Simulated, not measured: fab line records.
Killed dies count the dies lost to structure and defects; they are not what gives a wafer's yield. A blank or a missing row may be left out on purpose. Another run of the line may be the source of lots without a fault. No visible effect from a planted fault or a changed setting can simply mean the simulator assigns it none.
What tool caused it? || flow sky130 || 14 lots with 42 wafers sampled at 6 steps, on a route of 708 steps

WHAT EACH GAUGE READ, for each wafer
SKY_FIELD_ISO_THK_MEAS_02. Usual: FIELD_ISO_OXIDATION_00_THK typically reads 12.06 nm, with standard deviation 0.19.
{"lot": "L726", "measured": "day 1 16:56", "on": "film metro-04", "FIELD_ISO_OXIDATION_00_THK (nm)": "11.94 11.94 12.00", "flag": ""}
{"lot": "L727", "measured": "day 1 22:02", "on": "film metro-04", "FIELD_ISO_OXIDATION_00_THK (nm)": "11.69 11.74 11.65", "flag": ""}
{"lot": "L728", "measured": "day 2 03:32", "on": "film metro-01", "FIELD_ISO_OXIDATION_00_THK (nm)": "12.03 12.06 11.84", "flag": ""}
{"lot": "L730", "measured": "day 2 13:13", "on": "film metro-01", "FIELD_ISO_OXIDATION_00_THK (nm)": "11.83 11.96 12.25", "flag": ""}
{"lot": "L731", "measured": "day 2 18:11", "on": "film metro-04", "FIELD_ISO_OXIDATION_00_THK (nm)": "12.14 12.27 12.22", "flag": ""}
{"lot": "L732", "measured": "day 2 22:44", "on": "film metro-01", "FIELD_ISO_OXIDATION_00_THK (nm)": "12.01 11.92 12.20", "flag": ""}
{"lot": "L733", "measured": "day 3 04:08", "on": "film metro-01", "FIELD_ISO_OXIDATION_00_THK (nm)": "12.19 12.01 11.95", "flag": ""}
{"lot": "L738", "measured": "day 4 04:38", "on": "film metro-02", "FIELD_ISO_OXIDATION_00_THK (nm)": "12.10 12.39 12.12", "flag": ""}
{"lot": "L739", "measured": "day 4 09:38", "on": "film metro-02", "FIELD_ISO_OXIDATION_00_THK (nm)": "12.16 12.01 12.00", "flag": ""}
{"lot": "L740", "measured": "day 4 16:47", "on": "film metro-01", "FIELD_ISO_OXIDATION_00_THK (nm)": "12.17 12.18 12.01", "flag": ""}
{"lot": "L741", "measured": "day 4 21:05", "on": "film metro-04", "FIELD_ISO_OXIDATION_00_THK (nm)": "12.06 12.25 12.25", "flag": ""}
{"lot": "L743", "measured": "day 5 06:40", "on": "film metro-01", "FIELD_ISO_OXIDATION_00_THK (nm)": "11.87 11.92 12.06", "flag": ""}
{"lot": "L747", "measured": "day 6 06:38", "on": "film metro-02", "FIELD_ISO_OXIDATION_00_THK (nm)": "11.96 11.74 11.83", "flag": ""}
{"lot": "L748", "measured": "day 6 10:22", "on": "film metro-02", "FIELD_ISO_OXIDATION_00_THK (nm)": "12.01 12.29 12.20", "flag": ""}

SKY_SONOS_ONO_THK_MEAS_03. Usual: SONOS_ONO_CVD_02_THK typically reads 10.54 nm, with standard deviation 0.16.
{"lot": "L726", "measured": "day 11 19:04", "on": "film metro-04", "SONOS_ONO_CVD_02_THK (nm)": "10.85 10.72 10.78", "flag": ""}
{"lot": "L727", "measured": "day 13 16:08", "on": "film metro-02", "SONOS_ONO_CVD_02_THK (nm)": "10.80 10.62 10.69", "flag": ""}
{"lot": "L728", "measured": "day 13 16:08", "on": "film metro-01", "SONOS_ONO_CVD_02_THK (nm)": "10.65 10.59 10.60", "flag": ""}
{"lot": "L730", "measured": "day 13 16:12", "on": "film metro-01", "SONOS_ONO_CVD_02_THK (nm)": "10.76 10.73 10.67", "flag": ""}
{"lot": "L731", "measured": "day 13 16:11", "on": "film metro-04", "SONOS_ONO_CVD_02_THK (nm)": "10.46 10.58 10.55", "flag": ""}
{"lot": "L732", "measured": "day 13 16:14", "on": "film metro-04", "SONOS_ONO_CVD_02_THK (nm)": "10.69 10.55 10.54", "flag": ""}
{"lot": "L733", "measured": "day 13 23:35", "on": "film metro-04", "SONOS_ONO_CVD_02_THK (nm)": "10.68 10.75 10.77", "flag": ""}
{"lot": "L738", "measured": "day 15 11:42", "on": "film metro-04", "SONOS_ONO_CVD_02_THK (nm)": 10.52, "flag": ""}
{"lot": "L739", "measured": "day 16 00:16", "on": "film metro-04", "SONOS_ONO_CVD_02_THK (nm)": "10.39 10.28 10.42", "flag": ""}
{"lot": "L740", "measured": "day 16 11:48", "on": "film metro-04", "SONOS_ONO_CVD_02_THK (nm)": "10.44 10.40", "flag": ""}
{"lot": "L741", "measured": "day 17 03:04", "on": "film metro-04", "SONOS_ONO_CVD_02_THK (nm)": "10.33 10.23 10.28", "flag": ""}
{"lot": "L743", "measured": "day 17 17:40", "on": "film metro-01", "SONOS_ONO_CVD_02_THK (nm)": "10.62 10.64 10.65", "flag": ""}
{"lot": "L747", "measured": "day 19 01:23", "on": "film metro-02", "SONOS_ONO_CVD_02_THK (nm)": "10.56 10.45 10.46", "flag": ""}
{"lot": "L748", "measured": "day 19 01:23", "on": "film metro-01", "SONOS_ONO_CVD_02_THK (nm)": "10.21 10.30 10.33", "flag": ""}

TOOL THAT RAN EACH LOT (tool first, then ch and the chambers of the sampled wafers, then the start)
{"lot": "L726", "SKY_FIELD_ISO_ETCH_14": "rie diel-02 ch 1,2,3, day 2 10:00", "SKY_FIELD_ISO_ETCH_15": "rie diel-02 ch 1,2,3, day 2 10:03", "SKY_FIELD_ISO_STRIP_16": "plasma asher-02 ch 0,1, day 2 10:06", "SKY_NWELL_RTA_28": "rtp anneal-02 ch 0, day 5 13:05"}
{"lot": "L727", "SKY_FIELD_ISO_ETCH_14": "rie diel-03 ch 0,2, day 2 14:57", "SKY_FIELD_ISO_ETCH_15": "rie diel-03 ch 0,2, day 2 15:00", "SKY_FIELD_ISO_STRIP_16": "plasma asher-02 ch 0,1, day 2 15:05", "SKY_NWELL_RTA_28": "rtp anneal-01 ch 0, day 5 18:10"}
{"lot": "L728", "SKY_FIELD_ISO_ETCH_14": "rie diel-03 ch 0,1,3, day 2 23:04", "SKY_FIELD_ISO_ETCH_15": "rie diel-03 ch 0,1,3, day 2 23:07", "SKY_FIELD_ISO_STRIP_16": "plasma asher-02 ch 0,1, day 2 23:10", "SKY_NWELL_RTA_28": "rtp anneal-01 ch 0, day 6 03:19"}
{"lot": "L730", "SKY_FIELD_ISO_ETCH_14": "rie diel-03 ch 0,2,3, day 3 07:09", "SKY_FIELD_ISO_ETCH_15": "rie diel-03 ch 0,2,3, day 3 07:12", "SKY_FIELD_ISO_STRIP_16": "plasma asher-01 ch 0,1, day 3 07:17", "SKY_NWELL_RTA_28": "rtp anneal-02 ch 0, day 6 10:16"}
{"lot": "L731", "SKY_FIELD_ISO_ETCH_14": "rie diel-02 ch 0,2,3, day 3 11:43", "SKY_FIELD_ISO_ETCH_15": "rie diel-02 ch 0,2,3, day 3 11:46", "SKY_FIELD_ISO_STRIP_16": "plasma asher-03 ch 0,1, day 3 11:49", "SKY_NWELL_RTA_28": "rtp anneal-02 ch 0, day 6 19:17"}
{"lot": "L732", "SKY_FIELD_ISO_ETCH_14": "rie diel-03 ch 1,2,3, day 3 17:04", "SKY_FIELD_ISO_ETCH_15": "rie diel-03 ch 1,2,3, day 3 17:07", "SKY_FIELD_ISO_STRIP_16": "plasma asher-02 ch 0,1, day 3 17:10", "SKY_NWELL_RTA_28": "rtp anneal-01 ch 0, day 7 02:10"}
{"lot": "L733", "SKY_FIELD_ISO_ETCH_14": "rie diel-02 ch 1,2, day 3 22:15", "SKY_FIELD_ISO_ETCH_15": "rie diel-02 ch 1,2, day 3 22:18", "SKY_FIELD_ISO_STRIP_16": "plasma asher-02 ch 0,1, day 3 22:23", "SKY_NWELL_RTA_28": "rtp anneal-02 ch 0, day 7 05:52"}
{"lot": "L738", "SKY_FIELD_ISO_ETCH_14": "rie diel-02 ch 0,1,2, day 5 00:24", "SKY_FIELD_ISO_ETCH_15": "rie diel-02 ch 0,1,2, day 5 00:27", "SKY_FIELD_ISO_STRIP_16": "plasma asher-01 ch 0,1, day 5 00:30", "SKY_NWELL_RTA_28": "rtp anneal-01 ch 0, day 8 13:11"}
{"lot": "L739", "SKY_FIELD_ISO_ETCH_14": "rie diel-03 ch 0,2, day 5 07:15", "SKY_FIELD_ISO_ETCH_15": "rie diel-03 ch 0,2, day 5 07:18", "SKY_FIELD_ISO_STRIP_16": "plasma asher-02 ch 0,1, day 5 07:21", "SKY_NWELL_RTA_28": "rtp anneal-01 ch 0, day 8 23:11"}
{"lot": "L740", "SKY_FIELD_ISO_ETCH_14": "rie diel-02 ch 0,2,3, day 5 13:01", "SKY_FIELD_ISO_ETCH_15": "rie diel-02 ch 0,2,3, day 5 13:04", "SKY_FIELD_ISO_STRIP_16": "plasma asher-01 ch 0,1, day 5 13:09", "SKY_NWELL_RTA_28": "rtp anneal-01 ch 0, day 9 05:13"}
{"lot": "L741", "SKY_FIELD_ISO_ETCH_14": "rie diel-04 ch 0,1,2, day 5 17:55", "SKY_FIELD_ISO_ETCH_15": "rie diel-04 ch 0,1,2, day 5 17:58", "SKY_FIELD_ISO_STRIP_16": "plasma asher-03 ch 0,1, day 5 18:01", "SKY_NWELL_RTA_28": "rtp anneal-02 ch 0, day 9 19:23"}
{"lot": "L743", "SKY_FIELD_ISO_ETCH_14": "rie diel-03 ch 1,2,3, day 6 03:21", "SKY_FIELD_ISO_ETCH_15": "rie diel-03 ch 1,2,3, day 6 03:24", "SKY_FIELD_ISO_STRIP_16": "plasma asher-01 ch 0, day 6 03:27", "SKY_NWELL_RTA_28": "rtp anneal-02 ch 0, day 10 04:47"}
{"lot": "L747", "SKY_FIELD_ISO_ETCH_14": "rie diel-03 ch 0,2, day 7 03:43", "SKY_FIELD_ISO_ETCH_15": "rie diel-03 ch 0,2, day 7 03:46", "SKY_FIELD_ISO_STRIP_16": "plasma asher-01 ch 0,1, day 7 03:49", "SKY_NWELL_RTA_28": "rtp anneal-01 ch 0, day 11 04:16"}
{"lot": "L748", "SKY_FIELD_ISO_ETCH_14": "rie diel-03 ch 1,2,3, day 7 06:55", "SKY_FIELD_ISO_ETCH_15": "rie diel-03 ch 1,2,3, day 7 06:58", "SKY_FIELD_ISO_STRIP_16": "plasma asher-01 ch 0,1, day 7 07:01", "SKY_NWELL_RTA_28": "rtp anneal-02 ch 0, day 11 06:11"}
- SKY_FIELD_ISO_ETCH_14: etches BARC in N2/H2, stops on SiO2, time 45.9 s, target depth 60 nm.
- SKY_FIELD_ISO_ETCH_15: etches the open film in CHF3/O2, stops on Si, target depth 180 nm, time 72 s.
- SKY_FIELD_ISO_STRIP_16: strips in O2/N2.
- SKY_NWELL_RTA_28: time 30 s.

WHAT THE TOOLS THEMSELVES READ (means of the sampled wafers that have a number; where no wafer has one, the mark that the record gives instead)
SKY_FIELD_ISO_ETCH_14. Usual: chamber pressure mTorr 29.998 mTorr, standard deviation 0.028; drypump motor current A 5.8 A, standard deviation 0.41; oes product au 0.854 a.u., standard deviation 0.0045; run length s 74.1 s, standard deviation 0.54; throttle valve pct 13.224 %, standard deviation 0.0082.
{"lot": "L726", "tool": "rie diel-02", "chamber pressure mTorr (mTorr)": 29.992, "drypump motor current A (A)": 5.5, "oes product au (a.u.)": 0.857, "run length s (s)": 74.4, "throttle valve pct (%)": 13.223, "flag": ""}
{"lot": "L727", "tool": "rie diel-03", "chamber pressure mTorr (mTorr)": 29.996, "drypump motor current A (A)": 6.4, "oes product au (a.u.)": 0.854, "run length s (s)": 74.2, "throttle valve pct (%)": 13.224, "flag": ""}
{"lot": "L728", "tool": "rie diel-03", "chamber pressure mTorr (mTorr)": 29.965, "drypump motor current A (A)": 5.9, "oes product au (a.u.)": 0.858, "run length s (s)": 74.3, "throttle valve pct (%)": 13.226, "flag": ""}
{"lot": "L730", "tool": "rie diel-03", "chamber pressure mTorr (mTorr)": 30.006, "drypump motor current A (A)": 6.1, "oes product au (a.u.)": 0.856, "run length s (s)": 74.2, "throttle valve pct (%)": 13.225, "flag": ""}
{"lot": "L731", "tool": "rie diel-02", "chamber pressure mTorr (mTorr)": 30.008, "drypump motor current A (A)": 5.5, "oes product au (a.u.)": 0.854, "run length s (s)": 74.6, "throttle valve pct (%)": 13.220, "flag": ""}
{"lot": "L732", "tool": "rie diel-03", "chamber pressure mTorr (mTorr)": 30.007, "drypump motor current A (A)": 5.7, "oes product au (a.u.)": 0.854, "run length s (s)": 73.7, "throttle valve pct (%)": 13.219, "flag": ""}
{"lot": "L733", "tool": "rie diel-02", "chamber pressure mTorr (mTorr)": 30.008, "drypump motor current A (A)": 5.6, "oes product au (a.u.)": 0.851, "run length s (s)": 74.5, "throttle valve pct (%)": 13.225, "flag": ""}
{"lot": "L738", "tool": "rie diel-02", "chamber pressure mTorr (mTorr)": 30.042, "drypump motor current A (A)": 5.6, "oes product au (a.u.)": 0.951, "run length s (s)": 55.8, "throttle valve pct (%)": 13.232, "flag": "OFF"}
{"lot": "L739", "tool": "rie diel-03", "chamber pressure mTorr (mTorr)": 29.985, "drypump motor current A (A)": 6.2, "oes product au (a.u.)": 0.856, "run length s (s)": 73.8, "throttle valve pct (%)": 13.230, "flag": ""}
{"lot": "L740", "tool": "rie diel-02", "chamber pressure mTorr (mTorr)": 29.980, "drypump motor current A (A)": 5.6, "oes product au (a.u.)": 0.900, "run length s (s)": 65.1, "throttle valve pct (%)": 13.225, "flag": "OFF"}
{"lot": "L741", "tool": "rie diel-04", "chamber pressure mTorr (mTorr)": 29.981, "drypump motor current A (A)": 5.8, "oes product au (a.u.)": 0.853, "run length s (s)": 74.2, "throttle valve pct (%)": 13.230, "flag": ""}
{"lot": "L743", "tool": "rie diel-03", "chamber pressure mTorr (mTorr)": 29.981, "drypump motor current A (A)": 5.7, "oes product au (a.u.)": 0.851, "run length s (s)": 73.8, "throttle valve pct (%)": 13.226, "flag": ""}
{"lot": "L747", "tool": "rie diel-03", "chamber pressure mTorr (mTorr)": 29.990, "drypump motor current A (A)": 6.4, "oes product au (a.u.)": 0.853, "run length s (s)": 74.2, "throttle valve pct (%)": 13.226, "flag": ""}
{"lot": "L748", "tool": "rie diel-03", "chamber pressure mTorr (mTorr)": 30.000, "drypump motor current A (A)": 5.7, "oes product au (a.u.)": 0.853, "run length s (s)": 73.8, "throttle valve pct (%)": 13.223, "flag": ""}

SKY_FIELD_ISO_ETCH_15. Usual: chamber pressure mTorr 40.00 mTorr, standard deviation 0.04; drypump motor current A 5.8 A, standard deviation 0.41; oes product au 0.947 a.u., standard deviation 0.006; run length s 100.2 s, standard deviation 0.53; throttle valve pct 8.844 %, standard deviation 0.0091.
{"lot": "L726", "tool": "rie diel-02", "chamber pressure mTorr (mTorr)": 40.02, "drypump motor current A (A)": 5.5, "oes product au (a.u.)": 0.947, "run length s (s)": 100.6, "throttle valve pct (%)": 8.847, "flag": ""}
{"lot": "L727", "tool": "rie diel-03", "chamber pressure mTorr (mTorr)": 40.00, "drypump motor current A (A)": 6.4, "oes product au (a.u.)": 0.946, "run length s (s)": 100.2, "throttle valve pct (%)": 8.842, "flag": ""}
{"lot": "L728", "tool": "rie diel-03", "chamber pressure mTorr (mTorr)": 39.99, "drypump motor current A (A)": 5.9, "oes product au (a.u.)": 0.944, "run length s (s)": 100.2, "throttle valve pct (%)": 8.843, "flag": ""}
{"lot": "L730", "tool": "rie diel-03", "chamber pressure mTorr (mTorr)": 40.02, "drypump motor current A (A)": 6.1, "oes product au (a.u.)": 0.942, "run length s (s)": 100.1, "throttle valve pct (%)": 8.843, "flag": ""}
{"lot": "L731", "tool": "rie diel-02", "chamber pressure mTorr (mTorr)": 40.01, "drypump motor current A (A)": 5.5, "oes product au (a.u.)": 0.954, "run length s (s)": 100.4, "throttle valve pct (%)": 8.830, "flag": ""}
{"lot": "L732", "tool": "rie diel-03", "chamber pressure mTorr (mTorr)": 39.98, "drypump motor current A (A)": 5.7, "oes product au (a.u.)": 0.954, "run length s (s)": 100.0, "throttle valve pct (%)": 8.841, "flag": ""}
{"lot": "L733", "tool": "rie diel-02", "chamber pressure mTorr (mTorr)": 40.02, "drypump motor current A (A)": 5.6, "oes product au (a.u.)": 0.950, "run length s (s)": 100.7, "throttle valve pct (%)": 8.841, "flag": ""}
{"lot": "L738", "tool": "rie diel-02", "chamber pressure mTorr (mTorr)": 40.00, "drypump motor current A (A)": 5.6, "oes product au (a.u.)": 0.570, "run length s (s)": 100.1, "throttle valve pct (%)": 8.733, "flag": "OFF"}
{"lot": "L739", "tool": "rie diel-03", "chamber pressure mTorr (mTorr)": 40.00, "drypump motor current A (A)": 6.2, "oes product au (a.u.)": 0.943, "run length s (s)": 100.0, "throttle valve pct (%)": 8.842, "flag": ""}
{"lot": "L740", "tool": "rie diel-02", "chamber pressure mTorr (mTorr)": 40.01, "drypump motor current A (A)": 5.6, "oes product au (a.u.)": 0.759, "run length s (s)": 100.5, "throttle valve pct (%)": 8.792, "flag": "OFF"}
{"lot": "L741", "tool": "rie diel-04", "chamber pressure mTorr (mTorr)": 40.01, "drypump motor current A (A)": 5.8, "oes product au (a.u.)": 0.944, "run length s (s)": 100.3, "throttle valve pct (%)": 8.852, "flag": ""}
{"lot": "L743", "tool": "rie diel-03", "chamber pressure mTorr (mTorr)": 39.98, "drypump motor current A (A)": 5.7, "oes product au (a.u.)": 0.948, "run length s (s)": 100.0, "throttle valve pct (%)": 8.847, "flag": ""}
{"lot": "L747", "tool": "rie diel-03", "chamber pressure mTorr (mTorr)": 39.99, "drypump motor current A (A)": 6.4, "oes product au (a.u.)": 0.948, "run length s (s)": 100.2, "throttle valve pct (%)": 8.850, "flag": ""}
{"lot": "L748", "tool": "rie diel-03", "chamber pressure mTorr (mTorr)": 40.01, "drypump motor current A (A)": 5.7, "oes product au (a.u.)": 0.952, "run length s (s)": 99.7, "throttle valve pct (%)": 8.842, "flag": ""}

SKY_FIELD_ISO_STRIP_16. Usual: chamber pressure mTorr 1500.1 mTorr, standard deviation 1.3; drypump motor current A 5.6 A, standard deviation 0.51; oes product au 0.378 a.u., standard deviation 0.0045; strip time to endpoint s 3.556 s, standard deviation 0.027.
{"lot": "L726", "tool": "plasma asher-02", "chamber pressure mTorr (mTorr)": 1500.1, "drypump motor current A (A)": 5.3, "oes product au (a.u.)": 0.382, "strip time to endpoint s (s)": 3.572, "flag": ""}
{"lot": "L727", "tool": "plasma asher-02", "chamber pressure mTorr (mTorr)": 1501.5, "drypump motor current A (A)": 5.6, "oes product au (a.u.)": 0.377, "strip time to endpoint s (s)": 3.543, "flag": ""}
{"lot": "L728", "tool": "plasma asher-02", "chamber pressure mTorr (mTorr)": 1500.1, "drypump motor current A (A)": 5.6, "oes product au (a.u.)": 0.378, "strip time to endpoint s (s)": 3.578, "flag": ""}
{"lot": "L730", "tool": "plasma asher-01", "chamber pressure mTorr (mTorr)": 1499.4, "drypump motor current A (A)": 5.8, "oes product au (a.u.)": 0.380, "strip time to endpoint s (s)": 3.562, "flag": ""}
{"lot": "L731", "tool": "plasma asher-03", "chamber pressure mTorr (mTorr)": 1499.2, "drypump motor current A (A)": 5.7, "oes product au (a.u.)": 0.378, "strip time to endpoint s (s)": 3.556, "flag": ""}
{"lot": "L732", "tool": "plasma asher-02", "chamber pressure mTorr (mTorr)": 1500.1, "drypump motor current A (A)": 5.3, "oes product au (a.u.)": 0.377, "strip time to endpoint s (s)": 3.543, "flag": ""}
{"lot": "L733", "tool": "plasma asher-02", "chamber pressure mTorr (mTorr)": 1499.1, "drypump motor current A (A)": 5.6, "oes product au (a.u.)": 0.379, "strip time to endpoint s (s)": 3.584, "flag": ""}
{"lot": "L738", "tool": "plasma asher-01", "chamber pressure mTorr (mTorr)": 1498.0, "drypump motor current A (A)": 5.9, "oes product au (a.u.)": 0.387, "strip time to endpoint s (s)": 3.739, "flag": "OFF"}
{"lot": "L739", "tool": "plasma asher-02", "chamber pressure mTorr (mTorr)": 1500.8, "drypump motor current A (A)": 5.3, "oes product au (a.u.)": 0.377, "strip time to endpoint s (s)": 3.541, "flag": ""}
{"lot": "L740", "tool": "plasma asher-01", "chamber pressure mTorr (mTorr)": 1500.4, "drypump motor current A (A)": 5.4, "oes product au (a.u.)": 0.379, "strip time to endpoint s (s)": 3.647, "flag": "OFF"}
{"lot": "L741", "tool": "plasma asher-03", "chamber pressure mTorr (mTorr)": 1498.5, "drypump motor current A (A)": 5.7, "oes product au (a.u.)": 0.380, "strip time to endpoint s (s)": 3.543, "flag": ""}
{"lot": "L743", "tool": "plasma asher-01", "chamber pressure mTorr (mTorr)": 1500.3, "drypump motor current A (A)": 4.9, "oes product au (a.u.)": 0.382, "strip time to endpoint s (s)": 3.565, "flag": ""}
{"lot": "L747", "tool": "plasma asher-01", "chamber pressure mTorr (mTorr)": 1501.2, "drypump motor current A (A)": 5.9, "oes product au (a.u.)": 0.382, "strip time to endpoint s (s)": 3.538, "flag": ""}
{"lot": "L748", "tool": "plasma asher-01", "chamber pressure mTorr (mTorr)": 1501.1, "drypump motor current A (A)": 5.9, "oes product au (a.u.)": 0.377, "strip time to endpoint s (s)": 3.554, "flag": ""}

SKY_NWELL_RTA_28. Usual: lamp power pct 25.30 %, standard deviation 0.061; wafer_temp_C_max 1054.9, standard deviation 0.98.
{"lot": "L726", "tool": "rtp anneal-02", "lamp power pct (%)": 25.33, "wafer_temp_C_max": 1054.7, "flag": ""}
{"lot": "L727", "tool": "rtp anneal-01", "lamp power pct (%)": 25.30, "wafer_temp_C_max": 1055.5, "flag": ""}
{"lot": "L728", "tool": "rtp anneal-01", "lamp power pct (%)": 25.28, "wafer_temp_C_max": 1055.2, "flag": ""}
{"lot": "L730", "tool": "rtp anneal-02", "lamp power pct (%)": 25.27, "wafer_temp_C_max": 1054.3, "flag": ""}
{"lot": "L731", "tool": "rtp anneal-02", "lamp power pct (%)": 25.34, "wafer_temp_C_max": 1055.4, "flag": ""}
{"lot": "L732", "tool": "rtp anneal-01", "lamp power pct (%)": 25.30, "wafer_temp_C_max": 1054.4, "flag": ""}
{"lot": "L733", "tool": "rtp anneal-02", "lamp power pct (%)": 25.25, "wafer_temp_C_max": 1054.7, "flag": ""}
{"lot": "L738", "tool": "rtp anneal-01", "lamp power pct (%)": 25.41, "wafer_temp_C_max": 1054.3, "flag": ""}
{"lot": "L739", "tool": "rtp anneal-01", "lamp power pct (%)": 25.34, "wafer_temp_C_max": 1055.4, "flag": ""}
{"lot": "L740", "tool": "rtp anneal-01", "lamp power pct (%)": 25.29, "wafer_temp_C_max": 1056.5, "flag": ""}
{"lot": "L741", "tool": "rtp anneal-02", "lamp power pct (%)": 25.30, "wafer_temp_C_max": 1053.9, "flag": ""}
{"lot": "L743", "tool": "rtp anneal-02", "lamp power pct (%)": 25.25, "wafer_temp_C_max": 1055.2, "flag": ""}
{"lot": "L747", "tool": "rtp anneal-01", "lamp power pct (%)": 25.24, "wafer_temp_C_max": 1054.5, "flag": ""}
{"lot": "L748", "tool": "rtp anneal-02", "lamp power pct (%)": 25.30, "wafer_temp_C_max": 1056.5, "flag": ""}

THE ANSWER, worked out from the rows above alone
Rule: take the mean of a lot's wafers that have a number; if it is more than 3 standard deviations from the usual mean, the lot is off. Also off: a lot with no number at a reading for which 4 or more lots have one. Where the step has rows for the other lots, those lots are counted as sound. Order of review: gauges by route order, followed by the tools' own readings, for which a lot's mean as printed above is used. The first step at which some lot is off is used, and at that step the reading that is off furthest; a lot without a number counts as furthest.
Off at SKY_FIELD_ISO_ETCH_14 (run length s): L738, L740.
If a tool, at that step or one of the process steps before it, ran each lot that is off and ran no sound lot following the first of them, it fits. One fits: rie diel-02 at SKY_FIELD_ISO_ETCH_14. A fault onset in the window from L733 (day 3 22:15, its last sound lot) to L738 (day 5 00:24, its first lot off) fits.
The tool's own readings at SKY_FIELD_ISO_ETCH_14 bear it out: on the lots that are off they differ by more than 5 times the standard deviation of the sound lots' means. oes product au reads 0.925 a.u. there against 0.854 a.u. on the sound lots; run length s reads 60.4 s there against 74.1 s on the sound lots.

WHAT THE SIMULATOR PUT IN
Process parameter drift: rie diel-02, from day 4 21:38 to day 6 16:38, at SKY_FIELD_ISO_ETCH_14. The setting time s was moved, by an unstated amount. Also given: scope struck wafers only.
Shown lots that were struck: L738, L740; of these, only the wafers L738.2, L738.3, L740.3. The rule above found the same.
